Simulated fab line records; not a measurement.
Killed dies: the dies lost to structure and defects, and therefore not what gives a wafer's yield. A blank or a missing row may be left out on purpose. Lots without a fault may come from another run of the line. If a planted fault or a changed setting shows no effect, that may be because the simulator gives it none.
fab line records | flow sky130
record lots=5 wafers=15 last-day=50
route steps=708 shown VT_ADJUST_PCH@146 SONOS_TUNNEL@154 PAD_OPEN@708
lots that met no fault: from a run of the same line without faults
start-h: start of the lot's first displayed wafer, in hours after the record's first day | wait-h: time in hours since the lot's previous step | " unchanged from the row above | L1.1+2: a single row standing in for several wafers | - no value, or no start given | * or withheld: withheld | < > ~ a bound
route shown NAME@n: a module of which the file shows steps, and the number in the route of the first | usual: mean/standard deviation of fault-free wafers | same: alike in all rows | chamber/n: place in a boat | sites: readings site by site | _std_site: standard deviation of those values | _edge_site: inner sites' mean taken away from outer sites' mean | radius-mm: for every site, how far away it sits from the centre of the wafer | mask NAME#n: copy n | behind: tool/chamber where the wafer was last shaped | hold: the reason the lot was held/the length of the hold in hours/how it ended | device: whichever transistor did not switch (one of n, p or np) | end of line: tests of these same wafers at the route's end | a step given without rows: its recipe and nothing more | killed: at the first sort, the dies lost to defects and structure; wafer yield is something else | map: the dies of a wafer, with x for killed, . for not killed, _ for no die there
set.NAME: the run value of the setting; set.NAME@STEP: its run value at that earlier step | model.NAME: the simulator's own value behind a step, which no gauge read
lots at selected steps of the route; one table per step, one row per wafer
services: the hour from which a tool's chamber was out of use, counted from the record's first day as start-h (under 0 if before that day), plus the number of hours and why
## steps
# step SKY_VT_ADJUST_PCH_SOFTBAKE_03
# recipe temp-c=110 time-s=withheld
# step SKY_VT_ADJUST_PCH_EXPOSE_04
# recipe mask-id=NWM na=0.6 source-shape=conventional sigma-outer=0.6 polarization=unpolarized target-cd-nm=840 dose-mj=255
# step SKY_VT_ADJUST_PCH_PEB_05
# recipe temp-c=115 time-s=withheld
# step SKY_VT_ADJUST_PCH_DEVELOP_06
# recipe wall-angle-deg=90 developer=TMAH develop-time-s=60 dev-temp-c=23
# step SKY_VT_ADJUST_PCH_OVL_MEAS_07
# usual VT_ADJUST_PCH_OVL=0.5/1.3
# columns lot.wafer tool chamber start-h wait-h VT_ADJUST_PCH_OVL[nm]
L465.2 overlay-02 - 239.54 - 1.4
L465.4 " - " " 0.8
L465.6 " - " " 0.2
L468.2 overlay-01 - 258.06 - -1.5
L468.3 " - " " -0.6
L468.4 " - " " -2.1
L469.1 overlay-02 - 269.09 - 1.2
L469.3 " - " " 0.4
L469.5 " - " " -1.1
L479.2 overlay-01 - 345.81 - 0.1
L479.3 " - " " -1.4
L479.6 " - " " 0.0
L485.3 overlay-01 - 396.20 - 1.2
L485.4 " - " " 0.2
L485.5 " - " " -0.4
# step SKY_VT_ADJUST_PCH_IMPLANT_08
# recipe species=B energy-kev=10 dose-cm2=5e+11 tilt-deg=withheld
# step SKY_VT_ADJUST_PCH_STRIP_09
# recipe chemistry=O2/N2 power-w=1400 pressure-mtorr=1500 platen-temp-c=withheld o2-flow-sccm=3000 n2-flow-sccm=300 overash-fraction=0.5
# usual drypump-motor-current-A=5.3/0.38 oes-product-au=0.722/0.0044 strip-time-to-endpoint-s=36.90/0.11
# columns lot.wafer tool chamber start-h wait-h drypump-motor-current-A oes-product-au rf-hours-counter-h strip-time-to-endpoint-s
L465.2 plasma-asher-02 0 239.72 0.1 5.1 0.730 56 36.90
L465.4 " 0 " " 5.0 0.720 - 36.86
L465.6 " 1 " " 5.0 0.727 - 36.92
L468.2 plasma-asher-01 0 258.24 0.1 5.3 0.719 13 36.70
L468.3 " 1 " " 5.8 0.725 - 36.75
L468.4 " 0 " " 5.4 0.718 - 36.75
L469.1 plasma-asher-01 0 269.27 0.1 5.3 0.722 15 36.86
L469.3 " 1 " " 5.8 0.725 - 36.73
L469.5 " 1 " " 5.8 0.727 - 36.76
L479.2 plasma-asher-02 1 345.99 0.1 5.0 0.718 68 37.08
L479.3 " 0 " " 5.1 0.721 - 37.02
L479.6 " 1 " " 4.9 0.718 - 37.09
L485.3 plasma-asher-01 1 396.41 0.1 5.8 0.717 - 36.76
L485.4 " 0 " " 5.3 0.718 - 36.76
L485.5 " 0 " " 5.3 0.722 - 36.72
# step SKY_VT_ADJUST_PCH_TW_MEAS_10
# usual VT_ADJUST_PCH_TW=141.5/2.2
# columns lot.wafer tool chamber start-h wait-h VT_ADJUST_PCH_TW
L465.2 film-metro-04 - 239.83 0.1 139.1
L465.4 " - " " 140.0
L465.6 " - " " 139.3
L468.2 film-metro-01 - 258.35 0.1 141.4
L468.3 " - " " 142.5
L468.4 " - " " 142.3
L469.1 film-metro-04 - 269.37 0.1 138.6
L469.3 " - " " 138.4
L469.5 " - " " 138.1
L479.2 film-metro-03 - 346.10 0.1 143.2
L479.3 " - " " 143.2
L479.6 " - " " 143.7
L485.3 film-metro-04 - 396.49 0.1 139.4
L485.4 " - " " 139.0
L485.5 " - " " 139.4
# step SKY_SONOS_TUNNEL_DEHYDRATE_00
# recipe temp-c=200 time-s=60
# step SKY_SONOS_TUNNEL_HMDS_01
# recipe prime-time-s=60 prime-temp-c=120
# step SKY_SONOS_TUNNEL_COAT_02
# recipe resist=NOVOLAK spin-rpm=3000 resist-thk-nm=1140
# step SKY_SONOS_TUNNEL_SOFTBAKE_03
# recipe temp-c=90 time-s=60 resist=NOVOLAK
# step SKY_SONOS_TUNNEL_EXPOSE_04
# recipe mask-id=TUNM na=0.6 source-shape=conventional sigma-outer=0.6 polarization=unpolarized target-cd-nm=410 dose-mj=136
# columns lot.wafer tool chamber start-h wait-h mask
L465.2+4+6 iline-stepper-01 0 251.12 - TUNM#0
L468.2+3+4 iline-stepper-01 0 270.17 - TUNM#0
L469.1+3+5 iline-stepper-01 0 281.43 - NWM#0
L479.2+3+6 iline-stepper-01 0 359.80 - TUNM#0
L485.3+4+5 iline-stepper-02 0 411.42 - TUNM#0
# step SKY_SONOS_TUNNEL_PEB_05
# recipe temp-c=withheld time-s=* resist=NOVOLAK
# step SKY_SONOS_TUNNEL_DEVELOP_06
# recipe resist=NOVOLAK developer=TMAH develop-time-s=60 dev-temp-c=23.38
# step SKY_SONOS_TUNNEL_CD_MEAS_07
# recipe target-cd-nm=410
# usual cd-nm=410.1/2.2
# columns lot.wafer tool chamber start-h wait-h cd-nm
L465.2 cd-sem-02 - 262.61 0.1 412.0
L465.4 " - " " 411.7
L465.6 " - " " 410.6
L468.2 cd-sem-02 - 282.50 0.1 410.2
L468.3 " - " " 410.9
L468.4 " - " " 411.6
L469.1 cd-sem-01 - 293.90 0.1 -
L469.3 " - " " -
L469.5 " - " " -
L479.2 cd-sem-02 - 373.67 0.1 409.8
L479.3 " - " " 411.3
L479.6 " - " " 408.8
L485.3 cd-sem-01 - 426.09 0.1 408.1
L485.4 " - " " 409.9
L485.5 " - " " 409.9
# step SKY_SONOS_TUNNEL_OVL_MEAS_08
# usual SONOS_TUNNEL_OVL=0.1/1.3
# columns lot.wafer tool chamber start-h wait-h SONOS_TUNNEL_OVL[nm]
L465.2 overlay-02 - 262.71 0.1 -0.8
L465.4 " - " " -1.3
L465.6 " - " " -1.9
L468.2 overlay-02 - 282.61 0.1 2.3
L468.3 " - " " 1.4
L468.4 " - " " 2.8
L469.1 overlay-02 - 294.02 0.1 -
L469.3 " - " " -
L469.5 " - " " -
L479.2 overlay-02 - 373.78 0.1 1.3
L479.3 " - " " 1.6
L479.6 " - " " 1.4
L485.3 overlay-02 - 426.18 0.1 -1.4
L485.4 " - " " -3.5
L485.5 " - " " -3.0
# step SKY_SONOS_TUNNEL_IMPLANT_09
# recipe species=B energy-kev=20 dose-cm2=1e+12 tilt-deg=withheld
# step SKY_SONOS_TUNNEL_WET_ETCH_10
# recipe chemistry=dHF target-depth-nm=14 target=SiO2 dilution=100:1 temp-c=25 time-s=280
# step SKY_SONOS_TUNNEL_STRIP_11
# recipe chemistry=SPM time-s=600 temp-c=130
# step SKY_SONOS_TUNNEL_TW_MEAS_12
# usual SONOS_TUNNEL_TW=195.0/2.1
# columns lot.wafer tool chamber start-h wait-h hold SONOS_TUNNEL_TW
L465.2 film-metro-02 - 263.17 0.0 - 195.5
L465.4 " - " " - 196.4
L465.6 " - " " - 195.3
L468.2 film-metro-04 - 283.07 0.0 - 190.8
L468.3 " - " " - 191.7
L468.4 " - " " - 192.2
L469.1 film-metro-01 - 294.48 0.0 await-dispo/0.2h/release 29.8
L469.3 " - " " await-dispo/0.2h/release 30.1
L469.5 " - " " await-dispo/0.2h/release 30.1
L469.1 film-metro-01 - 294.71 0.2 - 29.9
L469.3 " - " " - 30.0
L469.5 " - " " - 30.0
L479.2 film-metro-01 - 374.23 0.0 - 198.1
L479.3 " - " " - 198.0
L479.6 " - " " - 198.1
L485.3 film-metro-04 - 426.68 0.0 - 193.7
L485.4 " - " " - 194.3
L485.5 " - " " - 193.1
# step SKY_PAD_OPEN_PROBE_99
# usual defect-limited-yield=82.5/1.8 killed_at_M0_to_M3=43/6.5 killed_at_M4_up=3.1/1.8 killed-at-contacts=24/4.8 killed-at-front-end=15/4.7 killed-at-other=0.3/0.58 killed-dies=86/8.6 killed-open=47/6.7 killed-short=39/6.1 sort_bin_3_pad_short=0.8/0.38 sort_bin_5_function=10.4/1.3 sort_bin_6_memory=6.2/1.1 sort-n-pass=406/8.6 sort-yield-pct=82.5/1.8
# same gross-dies=492 killed-at-back-side=0 sort_bin_4_leakage[%]=0 sort_bin_8_speed[%]=0
# columns lot.wafer tool chamber start-h wait-h defect-limited-yield[%] killed_at_M0_to_M3 killed_at_M4_up killed-at-contacts killed-at-front-end killed-at-other killed-dies killed-open killed-short sort_bin_3_pad_short[%] sort_bin_5_function[%] sort_bin_6_memory[%] sort-n-pass sort-yield-pct[%]
L468.2 prober-02 - 1107.11 0.1 83.3 36 4 26 16 0 82 37 45 0.4 10.4 5.9 410 83.3
L468.3 prober-02 - 1107.16 0.2 83.7 40 3 25 11 1 80 36 44 1.4 9.6 5.3 412 83.7
L468.4 prober-02 - 1107.21 0.2 81.5 47 4 24 16 0 91 53 38 0.8 12.8 4.9 401 81.5
L479.2 prober-02 - 1173.92 0.1 84.1 37 3 23 14 1 78 46 32 0.8 8.7 6.3 414 84.1
L479.3 prober-02 - 1173.97 0.2 81.5 42 3 25 21 0 91 45 46 0.2 12.8 5.5 401 81.5
L479.6 prober-02 - 1174.12 0.2 79.7 50 3 31 16 0 100 57 43 1.0 11.0 8.3 392 79.7
L485.3 prober-02 - 1194.06 0.2 84.6 38 5 24 8 1 76 36 40 0.4 9.1 5.9 416 84.6
L485.4 prober-02 - 1194.11 0.2 82.9 47 5 21 9 2 84 48 36 1.2 11.2 4.7 408 82.9
L485.5 prober-02 - 1194.16 0.2 83.1 41 8 23 11 0 83 38 45 0.6 10.0 6.3 409 83.1
# killed by level:class
L468.2 POLY_GATE:geometric-particle:short=7 VIA1:geometric-particle:open=7 CONTACT:geometric-particle:open=6 VIA2:geometric-particle:open=6 LOCAL_INTERCONNECT:geometric-particle:open=5 METAL2:geometric-particle:short=5 FIELD_ISO:geometric-particle:short=4 LI_CONTACT:geometric-particle:open=4
L468.3 METAL1:geometric-particle:short=10 CONTACT:geometric-particle:open=8 VIA1:geometric-particle:open=7 FIELD_ISO:geometric-particle:open=5 LI_CONTACT:geometric-particle:open=5 METAL2:geometric-particle:short=5 LOCAL_INTERCONNECT:geometric-particle:short=5 FIELD_ISO:geometric-particle:short=4
L468.4 VIA1:geometric-particle:open=10 VIA2:geometric-particle:open=10 CONTACT:geometric-particle:open=9 METAL1:geometric-particle:short=8 VIA3:geometric-particle:open=7 CONTACT:geometric-particle:short=6 FIELD_ISO:geometric-particle:open=4 POLY_GATE:geometric-particle:open=4
L479.2 CONTACT:geometric-particle:open=10 VIA3:geometric-particle:open=7 LI_CONTACT:geometric-particle:open=6 METAL1:geometric-particle:short=6 VIA1:geometric-particle:short=6 FIELD_ISO:geometric-particle:open=5 VIA1:geometric-particle:open=5 VIA2:geometric-particle:open=5
L479.3 VIA3:geometric-particle:open=9 FIELD_ISO:geometric-particle:short=8 LI_CONTACT:geometric-particle:open=8 VIA2:geometric-particle:open=8 METAL1:geometric-particle:short=7 CONTACT:geometric-particle:open=6 CONTACT:geometric-particle:short=6 VIA1:geometric-particle:open=6
L479.6 VIA1:geometric-particle:open=13 CONTACT:geometric-particle:open=11 VIA2:geometric-particle:open=11 LI_CONTACT:geometric-particle:open=8 METAL3:geometric-particle:short=7 POLY_GATE:geometric-particle:open=5 LI_CONTACT:geometric-particle:short=5 CONTACT:geometric-particle:short=5
L485.3 CONTACT:geometric-particle:open=7 VIA1:geometric-particle:open=7 METAL1:geometric-particle:short=7 LI_CONTACT:geometric-particle:short=5 LI_CONTACT:geometric-particle:open=5 METAL1:geometric-particle:open=4 VIA1:geometric-particle:short=4 CONTACT:geometric-particle:short=4
L485.4 VIA2:geometric-particle:open=17 LI_CONTACT:geometric-particle:open=7 VIA1:geometric-particle:open=7 METAL2:geometric-particle:short=6 VIA3:geometric-particle:open=5 VIA2:geometric-particle:short=5 METAL4:geometric-particle:short=5 POLY_GATE:geometric-particle:short=4
L485.5 CONTACT:geometric-particle:open=11 METAL1:geometric-particle:short=8 METAL4:geometric-particle:short=8 VIA2:geometric-particle:open=7 VIA1:geometric-particle:open=6 VIA1:geometric-particle:short=5 METAL2:geometric-particle:short=5 POLY_GATE:geometric-particle:short=4
## services
# columns tool chamber start-h hours kind
iline-stepper-02 - 269.33 1.7 pm
plasma-asher-01 - 310.31 49.4 repair
plasma-asher-01 - 330.98 1.9 repair
iline-stepper-02 - 350.81 2.1 pm
iline-stepper-01 - 352.90 1.7 pm
iline-stepper-02 - 352.90 - consumable-replace:lamp
iline-stepper-01 - 376.54 4.4 repair
plasma-asher-02 - 386.27 1.2 repair
## key
first-sign step=SKY_SONOS_TUNNEL_EXPOSE_04 reading=mask direction=changed
effect step=SKY_SONOS_TUNNEL_CD_MEAS_07 reading=cd-nm direction=missing
effect step=SKY_SONOS_TUNNEL_OVL_MEAS_08 reading=SONOS_TUNNEL_OVL direction=missing
effect step=SKY_SONOS_TUNNEL_TW_MEAS_12 reading=visit direction=added
effect step=SKY_SONOS_TUNNEL_TW_MEAS_12 reading=SONOS_TUNNEL_TW direction=down sigmas=77 usual=195.0 struck=30.0
met-at SKY_SONOS_TUNNEL_EXPOSE_04
struck-wafers L469.1,L469.3,L469.5
scrapped-behind SKY_SONOS_TUNNEL_TW_MEAS_12 L469.1,L469.3,L469.5
onset-between 270.17 281.43
fault kind=wrong-mask tool=any chamber=- onset-h=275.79 steps=SKY_SONOS_TUNNEL_EXPOSE_04 aux-copy=NWM#0 scope=struck-lots-only
